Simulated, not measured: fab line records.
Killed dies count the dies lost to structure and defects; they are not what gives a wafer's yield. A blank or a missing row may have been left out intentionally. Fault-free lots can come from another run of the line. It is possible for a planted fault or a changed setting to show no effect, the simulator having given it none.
Which tool did it? || flow gf180mcu || 14 lots with 42 wafers sampled at 2 steps, on a route of 602 steps

## WHAT THE GAUGES SHOWED, per wafer
GF_V3_BOW_MEAS_05. Usual: V3_BOW gives 115 um (standard deviation 8.9).
{"lot": "L640", "measured": "day 22 00:53", "on": "filmMetro-02", "V3_BOW (um)": "123 112 121", "flag": ""}
{"lot": "L641", "measured": "day 22 05:23", "on": "filmMetro-02", "V3_BOW (um)": "130 125 117", "flag": ""}
{"lot": "L642", "measured": "day 22 10:51", "on": "filmMetro-04", "V3_BOW (um)": "119 122 110", "flag": ""}
{"lot": "L643", "measured": "day 23 00:14", "on": "filmMetro-02", "V3_BOW (um)": "117 105 107", "flag": ""}
{"lot": "L645", "measured": "day 23 22:49", "on": "filmMetro-02", "V3_BOW (um)": "112 117 125", "flag": ""}
{"lot": "L649", "measured": "day 25 04:44", "on": "filmMetro-01", "V3_BOW (um)": "105 100 101", "flag": ""}
{"lot": "L650", "measured": "day 25 08:02", "on": "filmMetro-04", "V3_BOW (um)": "132 133 129", "flag": ""}
{"lot": "L652", "measured": "day 26 01:20", "on": "filmMetro-01", "V3_BOW (um)": "119 118 109", "flag": ""}
{"lot": "L656", "measured": "day 27 06:22", "on": "filmMetro-01", "V3_BOW (um)": "126 112 114", "flag": ""}
{"lot": "L657", "measured": "day 27 19:55", "on": "filmMetro-01", "V3_BOW (um)": "117 121 115", "flag": ""}
{"lot": "L659", "measured": "day 28 03:21", "on": "filmMetro-01", "V3_BOW (um)": "127 121 112", "flag": ""}
{"lot": "L660", "measured": "day 28 07:20", "on": "filmMetro-04", "V3_BOW (um)": "120 115 122", "flag": ""}
{"lot": "L661", "measured": "day 28 18:35", "on": "filmMetro-02", "V3_BOW (um)": "115 124 103", "flag": ""}
{"lot": "L662", "measured": "day 28 23:51", "on": "filmMetro-02", "V3_BOW (um)": "114 108 109", "flag": ""}

## WHICH TOOL RAN EACH LOT (tool, then ch and the chambers of the sampled wafers, then the start)
{"lot": "L640", "GF_M3_SPUTTER_03": "pvdSputter-01, day 21 00:04"}
{"lot": "L641", "GF_M3_SPUTTER_03": "pvdSputter-04, day 21 04:04"}
{"lot": "L642", "GF_M3_SPUTTER_03": "pvdSputter-04, day 21 10:19"}
{"lot": "L643", "GF_M3_SPUTTER_03": "pvdSputter-03, day 22 00:11"}
{"lot": "L645", "GF_M3_SPUTTER_03": "pvdSputter-01, day 22 22:51"}
{"lot": "L649", "GF_M3_SPUTTER_03": "pvdSputter-04, day 24 05:26"}
{"lot": "L650", "GF_M3_SPUTTER_03": "pvdSputter-01, day 24 08:55"}
{"lot": "L652", "GF_M3_SPUTTER_03": "pvdSputter-04, day 25 02:53"}
{"lot": "L656", "GF_M3_SPUTTER_03": "pvdSputter-03, day 26 08:20"}
{"lot": "L657", "GF_M3_SPUTTER_03": "pvdSputter-04, day 26 22:26"}
{"lot": "L659", "GF_M3_SPUTTER_03": "pvdSputter-01, day 27 05:42"}
{"lot": "L660", "GF_M3_SPUTTER_03": "pvdSputter-03, day 27 09:54"}
{"lot": "L661", "GF_M3_SPUTTER_03": "pvdSputter-04, day 27 23:09"}
{"lot": "L662", "GF_M3_SPUTTER_03": "pvdSputter-04, day 28 03:08"}
- GF_M3_SPUTTER_03: material Ti, target thk 10 nm, time 6.7 s.

## AS READ BY THE TOOLS THEMSELVES (means over the sampled wafers that have a number; for cases with no such wafer, the mark the record gives instead)
GF_M3_SPUTTER_03. Usual: throttleValvePct at 30.3 %, with a standard deviation of 0.67.
{"lot": "L640", "tool": "pvdSputter-01", "throttleValvePct (%)": 30.1, "flag": ""}
{"lot": "L641", "tool": "pvdSputter-04", "throttleValvePct (%)": 30.2, "flag": ""}
{"lot": "L642", "tool": "pvdSputter-04", "throttleValvePct (%)": 30.1, "flag": ""}
{"lot": "L643", "tool": "pvdSputter-03", "throttleValvePct (%)": 30.4, "flag": ""}
{"lot": "L645", "tool": "pvdSputter-01", "throttleValvePct (%)": 30.9, "flag": ""}
{"lot": "L649", "tool": "pvdSputter-04", "throttleValvePct (%)": 30.5, "flag": ""}
{"lot": "L650", "tool": "pvdSputter-01", "throttleValvePct (%)": 29.9, "flag": ""}
{"lot": "L652", "tool": "pvdSputter-04", "throttleValvePct (%)": 30.1, "flag": ""}
{"lot": "L656", "tool": "pvdSputter-03", "throttleValvePct (%)": 30.5, "flag": ""}
{"lot": "L657", "tool": "pvdSputter-04", "throttleValvePct (%)": 30.1, "flag": ""}
{"lot": "L659", "tool": "pvdSputter-01", "throttleValvePct (%)": 30.6, "flag": ""}
{"lot": "L660", "tool": "pvdSputter-03", "throttleValvePct (%)": 30.1, "flag": ""}
{"lot": "L661", "tool": "pvdSputter-04", "throttleValvePct (%)": 30.3, "flag": ""}
{"lot": "L662", "tool": "pvdSputter-04", "throttleValvePct (%)": 30.1, "flag": ""}

## THE ANSWER, worked out from the rows above alone
Rule: lot off if the mean of its wafers having a number is beyond 3 standard deviations from the usual mean. Also off: a lot with no number at a reading for which 4 or more lots have one. All remaining lots with rows at the step are treated as sound. After the gauges, taken in route order, come the tools' own readings; for these a lot's mean is taken, as printed above. At the first step where some lot is off, the reading lying furthest off is the one used; lots without a number count as furthest.
No lot is off at any reading shown: from this, nothing can be told.

## WHAT THE SIMULATOR HAD INSERTED
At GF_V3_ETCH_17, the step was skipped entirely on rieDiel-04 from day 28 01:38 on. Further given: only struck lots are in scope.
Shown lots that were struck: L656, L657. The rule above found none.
